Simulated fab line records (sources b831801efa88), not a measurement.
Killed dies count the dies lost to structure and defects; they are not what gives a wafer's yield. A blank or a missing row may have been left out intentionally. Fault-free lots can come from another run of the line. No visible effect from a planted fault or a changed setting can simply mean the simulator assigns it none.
Comparing a struck lot with a sound one -- flow sky130 -- 43 steps out of a route of 708
Sound: these wafers, L525.3, L525.4, L525.5. Struck: wafers L541.4, L541.6. (L541.2 of the same lot was not struck and is left out.) The cause comes at the end.
Each step with rows lists, per side, the tool, then ch with its chambers, then its first start. Under that, the readings that differ: sound wafers -- struck wafers -- difference of the means -- sigmas: that difference in standard deviations of wafers without a fault.
alike: same words and numbers on both sides, and readings whose means sit less than 2 such deviations apart. not compared: any withheld reading, any reading some wafer has no value for, any bound like >300 that may hide the same value, and any number with overlapping values for which the record gives no deviation.
A row with sigmas, a row that says differs or no value, or rows on one side alone: a step with any of these is where the two part. Numbers that don't overlap but have no deviation are shown without sigmas and don't part them. A reading that every wafer of one side lacks parts them only if that side has two wafers or more.

SKY_SPACER_ETCHBACK_02: etches Si3N4 in CH3F/O2, stops on SiO2, time 46.7 s, target depth 45 nm.
  sound on rieDiel-03 ch 0,2, day 24 07:07; struck on rieDiel-01 ch 2,3, day 29 19:10
  alike: drypumpMotorCurrentA, oesProductAu, throttleValvePct
  not compared: rfHoursCounterH
then, 8 steps without rows for these wafers: SKY_POLY_CUT_DEHYDRATE_00 (time 60 s); SKY_POLY_CUT_HMDS_01 (prime time 60 s); SKY_POLY_CUT_COAT_02 (resist thk 60 nm); SKY_POLY_CUT_COAT_03 (resist thk 450 nm); SKY_POLY_CUT_SOFTBAKE_04 (time 90 s); SKY_POLY_CUT_EXPOSE_05 (exposes mask NPCM, target cd 270 nm); SKY_POLY_CUT_PEB_06; SKY_POLY_CUT_DEVELOP_07 (develop time 60 s).
SKY_POLY_CUT_CD_MEAS_08: the cd target is 270 nm.
  struck on cdSem-02, day 30 23:02; sound on cdSem-01, day 25 13:15
  alike: cdNm
SKY_POLY_CUT_OVL_MEAS_09:
  struck on overlay-02, day 30 23:08; sound on overlay-02, day 25 13:20
  alike: POLY_CUT_OVL
SKY_POLY_CUT_ETCH_10: etches BARC in N2/H2, stops on SiO2, time 45.9 s, target depth 60 nm.
  sound on rieDiel-02 ch 0,2, day 25 13:22; struck on rieDiel-01 ch 2, day 30 23:10
  alike: drypumpMotorCurrentA, oesProductAu, throttleValvePct
  not compared: rfHoursCounterH
SKY_POLY_CUT_ETCH_11: etches Si3N4 in CF4/CH2F2/Ar, stops on poly-Si, time 42.5 s, target depth 60 nm.
  sound on rieDiel-02 ch 0,2, day 25 13:25; struck on rieDiel-01 ch 2, day 30 23:13
  alike: drypumpMotorCurrentA, oesProductAu, throttleValvePct
  not compared: rfHoursCounterH
SKY_POLY_CUT_STRIP_12: strips in O2/N2.
  sound on plasmaAsher-03 ch 0,1, day 25 13:29; struck on plasmaAsher-03 ch 0,1, day 30 23:15
  alike: drypumpMotorCurrentA, oesProductAu, stripTimeToEndpointS
  not compared: rfHoursCounterH
then, 7 steps without rows for these wafers: SKY_SD_P_DEHYDRATE_00 (time 60 s); SKY_SD_P_HMDS_01 (prime time 60 s); SKY_SD_P_COAT_02 (resist thk 1140 nm); SKY_SD_P_SOFTBAKE_03 (time 60 s); SKY_SD_P_EXPOSE_04 (exposes mask PSDM, target cd 380 nm); SKY_SD_P_PEB_05; SKY_SD_P_DEVELOP_06 (develop time 60 s).
SKY_SD_P_CD_MEAS_07: the cd target is 380 nm.
  struck on cdSem-01, day 32 02:21; sound on cdSem-01, day 26 17:52
  alike: cdNm
SKY_SD_P_OVL_MEAS_08:
  struck on overlay-01, day 32 02:28; sound on overlay-02, day 26 17:58
  alike: SD_P_OVL
next, for these wafers, 1 step has no rows: SKY_SD_P_IMPLANT_09.
SKY_SD_P_STRIP_10: strips in O2/N2.
  sound on plasmaAsher-03 ch 0,1, day 26 18:10; struck on plasmaAsher-04 ch 0,1, day 32 02:38
  alike: drypumpMotorCurrentA, oesProductAu, stripTimeToEndpointS
  not compared: rfHoursCounterH
SKY_SD_P_TW_MEAS_11:
  struck on filmMetro-03, day 32 02:45; sound on filmMetro-02, day 26 18:16
  alike: SD_P_TW
then, 8 steps without rows for these wafers: SKY_RES_XHIGH_DEHYDRATE_00 (time 60 s); SKY_RES_XHIGH_HMDS_01 (prime time 60 s); SKY_RES_XHIGH_COAT_02 (resist thk 1140 nm); SKY_RES_XHIGH_SOFTBAKE_03 (time 60 s); SKY_RES_XHIGH_EXPOSE_04 (exposes mask URPM, target cd 1270 nm); SKY_RES_XHIGH_PEB_05; SKY_RES_XHIGH_DEVELOP_06 (develop time 60 s); SKY_RES_XHIGH_IMPLANT_07.
SKY_RES_XHIGH_STRIP_08: strips in O2/N2.
  sound on plasmaAsher-04 ch 0,1, day 27 22:46; struck on plasmaAsher-04 ch 1, day 33 05:35
  alike: drypumpMotorCurrentA, oesProductAu, stripTimeToEndpointS
  not compared: rfHoursCounterH
SKY_RES_XHIGH_TW_MEAS_09:
  struck on filmMetro-02, day 33 05:41; sound on filmMetro-02, day 27 22:51
  alike: RES_XHIGH_TW
then, 6 steps without rows for these wafers: SKY_SD_N_DEHYDRATE_00 (time 60 s); SKY_SD_N_HMDS_01 (prime time 60 s); SKY_SD_N_COAT_02 (resist thk 1140 nm); SKY_SD_N_SOFTBAKE_03 (time 60 s); SKY_SD_N_EXPOSE_04 (exposes mask NSDM, target cd 380 nm); SKY_SD_N_PEB_05.
-- record jumps: 17 days separate the struck wafers' starts on either side; left off in module SD_N, taken up again in module PAD_OPEN, whose first shown step is the route's number 708 --
SKY_PAD_OPEN_PROBE_99:
  only the struck wafers here have rows in the record (prober-02, day 50 10:12); the sound ones have none

WHERE THEY PART
Only at SKY_PAD_OPEN_PROBE_99, as far as this record shows.

WHY: what the simulator had put in
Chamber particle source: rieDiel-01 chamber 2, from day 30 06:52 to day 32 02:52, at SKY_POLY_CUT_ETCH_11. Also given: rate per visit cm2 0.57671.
